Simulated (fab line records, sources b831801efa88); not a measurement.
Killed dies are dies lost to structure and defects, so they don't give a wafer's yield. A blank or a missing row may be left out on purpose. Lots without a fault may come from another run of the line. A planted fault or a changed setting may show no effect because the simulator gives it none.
Which tool did it? | flow gf180mcu | 14 lots, 42 wafers sampled, at 5 steps of a route of 602

WHAT THE GAUGES READ, wafer by wafer
GF_LVPWELL_OVL_MEAS_07. Usual: LVPWELL_OVL -0.7 nm, standard deviation 1.3.
lot  | measured    | on         | LVPWELL_OVL (nm) | flag
L900 | day 3 19:38 | overlay-02 | -2.4 -1.9 -2.6   |
L902 | day 4 07:01 | overlay-01 | -2.4 -1.7 -1.8   |
L903 | day 4 16:43 | overlay-01 | -0.3 -1.9 -2.1   |
L904 | day 4 20:20 | overlay-01 | 1.0 0.5 1.1      |
L905 | day 5 04:22 | overlay-01 | -1.2 -1.6 -0.1   |
L906 | day 5 07:25 | overlay-02 | -0.5 1.0 -1.5    |
L907 | day 5 12:28 | overlay-02 | -0.1 -0.6 -0.3   |
L908 | day 5 17:20 | overlay-01 | -1.2 -0.3 -1.9   |
L909 | day 5 23:35 | overlay-02 | 1.4 -2.0 0.1     |
L914 | day 7 03:44 | overlay-02 | -0.4 -0.3 -0.5   |
L917 | day 7 20:22 | overlay-02 | -0.7 -2.2 -0.8   |
L919 | day 8 07:29 | overlay-01 | -1.3 -2.1 0.5    |
L921 | day 8 23:58 | overlay-01 | -3.1 -2.4 -1.1   |
L922 | day 9 01:17 | overlay-02 | -2.9 -1.0 -0.4   |

GF_VT_IMPLANT_OVL_MEAS_40. Usual: VT_IMPLANT_03_OVL -1.0 nm, standard deviation 1.5.
lot  | measured     | on         | VT_IMPLANT_03_OVL (nm) | flag
L900 | day 7 13:14  | overlay-01 | -0.9 -2.2 -1.6         |
L902 | day 8 01:13  | overlay-02 | 2.1 1.1 0.4            |
L903 | day 8 12:49  | overlay-01 | -1.9 -1.5 -4.1         |
L904 | day 8 16:49  | overlay-02 | 0.3 -0.7 -2.2          |
L905 | day 9 02:34  | overlay-02 | 0.5 1.2 0.1            |
L906 | day 9 07:10  | overlay-02 | -3.2 -1.1 -0.4         |
L907 | day 9 11:43  | overlay-01 | -1.5 -2.6 -2.5         |
L908 | day 9 19:14  | overlay-01 | 0.8 -1.2 -2.8          |
L909 | day 10 02:31 | overlay-02 | 0.2 -0.3 1.0           |
L914 | day 11 10:10 | overlay-02 | -1.1 -1.9 0.3          |
L917 | day 12 06:16 | overlay-01 | -0.6 -0.1 -0.8         |
L919 | day 12 21:01 | overlay-01 | -3.2 -2.9 -3.3         |
L921 | day 13 15:19 | overlay-02 | -0.3 -1.4 -1.0         |
L922 | day 13 17:23 | overlay-01 | -3.5 -4.4 -4.4         |

GF_VT_IMPLANT_TW_MEAS_43. Usual: VT_IMPLANT_4_TW 690, standard deviation 4.3.
lot  | measured     | on            | VT_IMPLANT_4_TW | flag
L900 | day 7 13:32  | film_metro-01 | 688 686 684     |
L902 | day 8 01:30  | film_metro-01 | 693 690 689     |
L903 | day 8 13:06  | film_metro-01 | 686 690 688     |
L904 | day 8 17:05  | film_metro-02 | 695 696 697     |
L905 | day 9 02:51  | film_metro-03 | 685 687 684     |
L906 | day 9 07:28  | film_metro-03 | 682 684 686     |
L907 | day 9 12:01  | film_metro-02 | 698 700 697     |
L908 | day 9 19:32  | film_metro-01 | 694 691 693     |
L909 | day 10 02:48 | film_metro-01 | 692 691 693     |
L914 | day 11 10:26 | film_metro-01 | 722 720 725     | OFF
L917 | day 12 06:33 | film_metro-02 | 723 725 721     | OFF
L919 | day 12 21:18 | film_metro-03 | 683 684 686     |
L921 | day 13 15:36 | film_metro-02 | 699 696 698     |
L922 | day 13 17:41 | film_metro-02 | 695 695 696     |

GF_VT_IMPLANT_RS_MEAS_46: measures by four-point-probe. Usual: MVSD_RS 456.9 ohm/sq, standard deviation 1.2.
lot  | measured     | on            | MVSD_RS (ohm/sq)  | flag
L900 | day 7 13:46  | film_metro-04 | 457.9 458.8 458.7 |
L902 | day 8 01:43  | film_metro-01 | 457.3 457.2 457.4 |
L903 | day 8 13:19  | film_metro-04 | 456.5 457.0 456.3 |
L904 | day 8 17:18  | film_metro-01 | 458.6 458.0 458.0 |
L905 | day 9 03:04  | film_metro-01 | 459.0 456.4 457.4 |
L906 | day 9 07:41  | film_metro-01 | 456.0 457.3 458.2 |
L907 | day 9 12:14  | film_metro-04 | 457.6 457.3 459.8 |
L908 | day 9 19:45  | film_metro-04 | 456.5 455.5 456.5 |
L909 | day 10 03:01 | film_metro-03 | 454.5 455.6 454.7 |
L914 | day 11 10:40 | film_metro-04 | 458.1 457.4 457.4 |
L917 | day 12 06:53 | film_metro-03 | 456.5 457.5 456.0 |
L919 | day 12 21:32 | film_metro-03 | 457.3 457.3 456.3 |
L921 | day 13 15:50 | film_metro-04 | 457.8 459.2 458.8 |
L922 | day 13 17:55 | film_metro-03 | 454.7 455.4 455.5 |

WHICH TOOL RAN EACH LOT (tool, then ch and the chambers of the sampled wafers, then the start)
lot  | GF_VT_IMPLANT_IMPLANT_41
L900 | implanter-04 ch 0, day 7 13:19
L902 | implanter-04 ch 0, day 8 01:15
L903 | implanter-01 ch 0, day 8 12:51
L904 | implanter-04 ch 0, day 8 16:50
L905 | implanter-02 ch 0, day 9 02:36
L906 | implanter-02 ch 0, day 9 07:13
L907 | implanter-02 ch 0, day 9 11:46
L908 | implanter-02 ch 0, day 9 19:18
L909 | implanter-01 ch 0, day 10 02:33
L914 | implanter-02 ch 0, day 11 10:11
L917 | implanter-02 ch 0, day 12 06:19
L919 | implanter-01 ch 0, day 12 21:04
L921 | implanter-01 ch 0, day 13 15:22
L922 | implanter-01 ch 0, day 13 17:28
- GF_VT_IMPLANT_IMPLANT_41

WHAT THE TOOLS THEMSELVES READ (means of the sampled wafers that have a number; where no wafer has one, the mark that the record gives instead)
GF_VT_IMPLANT_IMPLANT_41. Usual: beam_energy_keV 70.001, standard deviation 0.024; beam_on_s 9.99 s, standard deviation 0.2.
lot  | tool         | beam_energy_keV | beam_on_s (s) | flag
L900 | implanter-04 | 69.984          | 9.93          |
L902 | implanter-04 | 69.989          | 9.92          |
L903 | implanter-01 | 70.056          | 10.07         |
L904 | implanter-04 | 69.988          | 10.07         |
L905 | implanter-02 | 70.008          | 9.96          |
L906 | implanter-02 | 69.992          | 10.25         |
L907 | implanter-02 | 69.994          | 10.17         |
L908 | implanter-02 | 70.060          | 9.97          |
L909 | implanter-01 | 69.997          | 10.13         |
L914 | implanter-02 | 82.778          | 10.14         | OFF
L917 | implanter-02 | 82.835          | 9.85          | OFF
L919 | implanter-01 | 69.970          | 9.82          |
L921 | implanter-01 | 70.018          | 9.89          |
L922 | implanter-01 | 69.995          | 10.01         |

THE ANSWER, worked out from the rows above alone
Rule: a lot is off if the mean of its wafers that have a number lies more than 3 standard deviations from the usual mean. A lot without any number at a reading at which 4 lots or more have one is off too. The other lots that the step has rows for count as sound. The gauges are gone through in route order, then the tools' own readings, and for those a lot's mean is taken as printed above. The first step at which some lot is off is used, and at that step the reading that is off furthest; a lot without a number counts as furthest.
Off: L914, L917, at GF_VT_IMPLANT_TW_MEAS_43 (VT_IMPLANT_4_TW).
A tool fits if, at a process step before that reading, it ran every lot that is off, and no sound lot after the first of them. The gauges at GF_VT_IMPLANT_TW_MEAS_43 aren't tried: what is off there is off at GF_VT_IMPLANT_IMPLANT_41 too, on other tools, and a gauge's error can't cause that. One fits: implanter-02 at GF_VT_IMPLANT_IMPLANT_41. Its last sound lot is L908 (day 9 19:18), its first lot that is off L914 (day 11 10:11): a fault that began between those two fits.
The tool's own readings at GF_VT_IMPLANT_IMPLANT_41 bear it out: on the lots that are off they differ by more than 5 times the standard deviation of the sound lots' means. beam_energy_keV reads 82.806 there against 70.004 on the sound lots.

WHAT THE SIMULATOR HAD PUT IN
Process parameter drift: implanter-02, from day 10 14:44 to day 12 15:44, at GF_VT_IMPLANT_IMPLANT_41. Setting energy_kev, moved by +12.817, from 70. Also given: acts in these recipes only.
Lots struck among those shown: L914, L917. The rule above found the same.
